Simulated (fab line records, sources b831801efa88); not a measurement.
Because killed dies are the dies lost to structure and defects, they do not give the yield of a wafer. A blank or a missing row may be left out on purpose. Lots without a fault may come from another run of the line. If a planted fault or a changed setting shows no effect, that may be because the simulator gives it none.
A lot that was struck, set against a sound lot || flow sky130 || 16 out of 708 route steps
Sound: wafers L380.2, L380.5, L380.6. The struck wafers were L387.1, L387.2, L387.4. Last of all comes the cause.
Order at every step that has rows: each side's tool, ch and its chambers, its first start. Under that, the readings that differ: sound wafers || struck wafers || difference of the means || sigmas: that difference in standard deviations of wafers without a fault.
alike: a reading whose means differ by less than 2 such deviations, as well as words and numbers matching on both sides. not compared: withheld readings; readings where some wafer has no value; bounds like >300 that might hide an equal value; numbers whose values overlap and for which the record gives no deviation.
Wherever a step has rows on one side only, a row that says differs or no value, or a row with sigmas, the two part there. Numbers that have no deviation but don't overlap get no sigmas and don't part them. Lack of a reading on every wafer of one side parts them only where that side has two or more wafers.

SKY_NWELL_RS_MEAS_29: the measuring method here is four-point-probe.
  struck on filmMetro-03, day 7 13:56; sound on filmMetro-02, day 5 19:23
  alike: NWELL_RS
SKY_NWELL_RS_MEAS_31: the measuring method here is four-point-probe.
  struck on filmMetro-03, day 7 14:10; sound on filmMetro-02, day 5 19:37
  alike: PWDE_RS
then, 7 steps without rows for these wafers: SKY_VT_ADJUST_HVTP_DEHYDRATE_00 (time 60 s); SKY_VT_ADJUST_HVTP_HMDS_01 (prime time 60 s); SKY_VT_ADJUST_HVTP_COAT_02 (resist thk 1140 nm); SKY_VT_ADJUST_HVTP_SOFTBAKE_03 (time 60 s); SKY_VT_ADJUST_HVTP_EXPOSE_04 (exposes mask HVTPM, target cd 380 nm); SKY_VT_ADJUST_HVTP_PEB_05; SKY_VT_ADJUST_HVTP_DEVELOP_06 (develop time 60 s).
SKY_VT_ADJUST_HVTP_CD_MEAS_07 targets a cd of 380 nm.
  struck on cdSem-02, day 8 10:13; sound on cdSem-02, day 6 14:30
  alike: cdNm
SKY_VT_ADJUST_HVTP_OVL_MEAS_08:
  struck on overlay-02, day 8 10:20; sound on overlay-02, day 6 14:36
  alike: VT_ADJUST_HVTP_OVL
SKY_VT_ADJUST_HVTP_IMPLANT_09:
  sound on implanter-01 ch 0, day 6 14:40; struck on implanter-01 ch 0, day 8 10:22
{"reading": "doseIonsCm2", "sound": "4.295e+12 4.295e+12 4.301e+12", "struck": "4.31e+11 4.27e+11 4.29e+11", "difference": -3.87e+12, "sigmas": "-99 or more"}
{"reading": "faradayCurrentUA", "sound": "24.6 24.5 23.0", "struck": "2.4 2.4 2.4", "difference": -21.6, "sigmas": -44}
  alike: endStationPressureTorr
SKY_VT_ADJUST_HVTP_STRIP_10: strips in O2/N2.
  sound on plasmaAsher-01 ch 0,1, day 6 14:47; struck on plasmaAsher-04 ch 0,1, day 8 10:31
  alike: drypumpMotorCurrentA, oesProductAu, stripTimeToEndpointS
  not compared: rfHoursCounterH
SKY_VT_ADJUST_HVTP_TW_MEAS_11:
  struck on filmMetro-03, day 8 10:37; sound on filmMetro-04, day 6 14:53
{"reading": "VT_ADJUST_HVTP_TW", "sound": "1358 1361 1361", "struck": "665 667 671", "difference": -692, "sigmas": -99}
then, 2 steps without rows for these wafers: SKY_VT_ADJUST_LVTN_DEHYDRATE_00 (time 60 s); SKY_PAD_OPEN_PROBE_99.

## WHERE THEY PART
Earliest at SKY_VT_ADJUST_HVTP_IMPLANT_09; latest, in this record, at SKY_VT_ADJUST_HVTP_TW_MEAS_11.

WHY: what had been put in by the simulator
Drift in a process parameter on implanter-01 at SKY_VT_ADJUST_HVTP_IMPLANT_09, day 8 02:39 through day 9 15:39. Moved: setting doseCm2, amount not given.
